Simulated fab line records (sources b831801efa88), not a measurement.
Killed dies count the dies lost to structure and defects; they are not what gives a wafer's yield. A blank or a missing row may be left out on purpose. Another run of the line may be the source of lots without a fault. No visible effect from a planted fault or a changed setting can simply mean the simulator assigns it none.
Which tool was responsible? | flow gf180mcu | 42 wafers from 14 lots sampled at 3 of the route's 602 steps

WHAT EACH GAUGE READ, for each wafer
GF_M3_OVL_MEAS_15. Usual: for M3_OVL the level is -1 nm and the standard deviation is 5.4.
lot  | measured     | on         | M3_OVL (nm) | flag
L721 | day 21 06:44 | overlay-01 | -7 1 -2     |
L722 | day 21 18:09 | overlay-02 | 0 -6 0      |
L723 | day 22 06:11 | overlay-02 | -2 0 -3     |
L728 | day 24 00:47 | overlay-02 | 3 3 3       |
L729 | day 24 13:38 | overlay-01 | -2 -1 4     |
L733 | day 26 03:14 | overlay-02 | 0 -1 1      |
L732 | day 26 06:50 | overlay-02 | 2 0 2       |
L735 | day 26 22:08 | overlay-02 | -11 -7 -3   |
L734 | day 27 03:24 | overlay-01 | -8 -5 -5    |
L737 | day 27 08:53 | overlay-02 | -1 0 5      |
L736 | day 27 10:29 | overlay-01 | -7 -2 -7    |
L738 | day 27 13:02 | overlay-01 | -9 -11 -14  |
L740 | day 27 19:56 | overlay-01 | -6 -5 -4    |
L743 | day 28 19:26 | overlay-01 | 2 -1 -1     |

GF_V3_OVL_MEAS_15. Usual: for V3_OVL the level is 0 nm and the standard deviation is 6.3.
lot  | measured     | on         | V3_OVL (nm) | flag
L721 | day 22 07:29 | overlay-01 | 4 0 7       |
L722 | day 22 18:43 | overlay-02 | 6 12 4      |
L723 | day 23 06:50 | overlay-02 | 0 9 5       |
L728 | day 24 23:51 | overlay-02 | 3 3 6       |
L729 | day 25 12:47 | overlay-01 | 0 2 8       |
L733 | day 27 01:47 | overlay-02 | 2 3 -7      |
L732 | day 27 04:26 | overlay-02 | 5 -5 -5     |
L735 | day 27 19:17 | overlay-02 | -2 2 2      |
L734 | day 28 00:34 | overlay-02 | -9 -4 -3    |
L737 | day 28 06:22 | overlay-01 | 4 3 8       |
L736 | day 28 08:23 | overlay-01 | 7 12 9      |
L738 | day 28 10:54 | overlay-01 | -6 -3 -7    |
L740 | day 28 16:24 | overlay-01 | -4 -14 -12  |
L743 | day 29 16:07 | overlay-01 | -2 0 3      |

EACH LOT AND THE TOOL THAT RAN IT (in order: tool; ch and the chambers of the sampled wafers; start)
lot  | GF_V3_CVD_02
L721 | pecvd-03 ch 0,1,2, day 21 07:34
L722 | pecvd-01 ch 1,2, day 21 18:59
L723 | pecvd-02 ch 0,1,2, day 22 07:06
L728 | pecvd-02 ch 0,2, day 24 01:37
L729 | pecvd-01 ch 0,2, day 24 14:28
L733 | pecvd-02 ch 1,2, day 26 04:11
L732 | pecvd-03 ch 0,1, day 26 07:41
L735 | pecvd-02 ch 1,2, day 26 23:09
L734 | pecvd-03 ch 0,1,2, day 27 04:13
L737 | pecvd-01 ch 1,2, day 27 10:07
L736 | pecvd-01 ch 1,2, day 27 11:20
L738 | pecvd-03 ch 1,2, day 27 14:01
L740 | pecvd-01 ch 0,1, day 27 20:46
L743 | pecvd-02 ch 0,1,2, day 28 20:31
- GF_V3_CVD_02: deposits SiO2 from TEOS, target thk 850 nm, time 94.851 s.

AS READ BY THE TOOLS THEMSELVES (means over the sampled wafers that have a number; for cases with no such wafer, the mark the record gives instead)
GF_V3_CVD_02. Usual: heater-power-w 653 W, standard deviation 110; susceptor-temp-C 400.04 C, standard deviation 0.22.
lot  | tool     | heater-power-w (W) | susceptor-temp-C (C) | flag
L721 | pecvd-03 | 564                | 399.95               |
L722 | pecvd-01 | 743                | 399.91               |
L723 | pecvd-02 | 656                | 399.93               |
L728 | pecvd-02 | 796                | 400.07               |
L729 | pecvd-01 | 655                | 400.25               |
L733 | pecvd-02 | 639                | 399.89               |
L732 | pecvd-03 | 611                | 399.97               |
L735 | pecvd-02 | 689                | 400.07               |
L734 | pecvd-03 | 584                | 400.08               |
L737 | pecvd-01 | 745                | 400.31               |
L736 | pecvd-01 | 740                | 399.91               |
L738 | pecvd-03 | 603                | 399.91               |
L740 | pecvd-01 | 777                | 399.89               |
L743 | pecvd-02 | 706                | 399.91               |

THE ANSWER, worked out from the rows above alone
Rule: take the mean of a lot's wafers that have a number; if it is more than 3 standard deviations from the usual mean, the lot is off. A lot without any number at a reading at which 4 lots or more have one is off too. The other lots that the step has rows for count as sound. Order of review: gauges by route order, followed by the tools' own readings, for which a lot's mean as printed above is used. The first step at which some lot is off is used, and at that step the reading that is off furthest; a lot without a number counts as furthest.
Across all readings shown, no lot is off: no conclusion can be drawn from this.

WHAT THE SIMULATOR HAD INSERTED
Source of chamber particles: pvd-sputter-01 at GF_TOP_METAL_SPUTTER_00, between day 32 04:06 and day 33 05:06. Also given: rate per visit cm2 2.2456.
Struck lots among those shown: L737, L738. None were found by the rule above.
